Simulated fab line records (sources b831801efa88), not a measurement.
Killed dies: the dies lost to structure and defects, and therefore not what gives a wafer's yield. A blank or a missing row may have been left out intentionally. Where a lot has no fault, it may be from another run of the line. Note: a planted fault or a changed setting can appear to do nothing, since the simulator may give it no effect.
A single fault, viewed from 2 desks	flow gf180mcu	only its own numbers are on each desk; what lay behind them is given at the end

## AT THE METROLOGY DESK
What the gauges read for every lot (on any tool): the sampled wafers with a number, averaged. A lot is out of limits, marked OUT, if its mean lies more than 4 standard deviations from the usual mean; the brackets give that distance.
Columns: A = MVPSD_OVL at GF_MVPSD_OVL_MEAS_07, usual -0.3 nm; B = VT_IMPLANT_03_OVL at GF_VT_IMPLANT_OVL_MEAS_40, usual 0.2 nm
lot	first seen here	A	B
L303	day 5 00:32	-1.4	2.0
L304	day 5 05:34	-4.4	-1.1
L305	day 5 10:35	-1.8	1.3
L306	day 5 17:28	-0.1	-0.8
L307	day 5 22:35	0.6	0.8
L309	day 6 12:40	-0.2	2.8
L310	day 6 16:14	-1.1	-1.0
L311	day 7 01:47	0.5	-0.9
L312	day 7 05:14	-0.2	0.1
L316	day 8 05:02	1.1	-0.9
L317	day 8 15:31	1.9	-0.5
L318	day 8 17:50	2.0	-1.0
L323	day 9 23:27	-1.0	-1.9
L325	day 10 10:34	-1.7	0.6
This desk's finding: nothing out of limits on any of the 14 lots.

## DESK OF THE TOOL OWNER: implanter-01
The tool's own readings at GF_VT_IMPLANT_IMPLANT_19: means of the sampled wafers that have a number, for each lot that ran on this tool. A lot is out of limits, marked OUT, if its mean lies more than 4 standard deviations from the usual mean; the brackets give that distance.
Columns: A = tilt-deg at GF_VT_IMPLANT_IMPLANT_19, usual 6.997 degrees
lot	first seen here	A
L303	day 6 06:15	6.980
L311	day 8 09:48	6.994
L316	day 9 13:16	7.713 (+42) OUT
L318	day 10 04:45	7.681 (+40) OUT
Finding of this desk: L316, L318 out of limits; the first was L316 at day 9 13:16, on tilt-deg at GF_VT_IMPLANT_IMPLANT_19. In limits: L303, L311.

## BROUGHT TOGETHER
The tool owner's desk had the chance to raise an alarm at day 9 13:16 on L316, L318.
From the metrology desk's view, nothing was out of limits.
The metrology desk has L316, L318 on record, within its limits.
GF_VT_IMPLANT_IMPLANT_19 was run on implanter-01 by each of the lots named.

## WHAT THE SIMULATOR HAD INSERTED
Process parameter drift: implanter-01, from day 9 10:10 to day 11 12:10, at GF_VT_IMPLANT_IMPLANT_19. From 7, the setting tilt-deg moved by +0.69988. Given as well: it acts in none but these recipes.
Struck lots among those shown: L316, L318.
Time in hours from fault onset to the first out-of-limits reading at each desk: the tool owner's desk, 3.
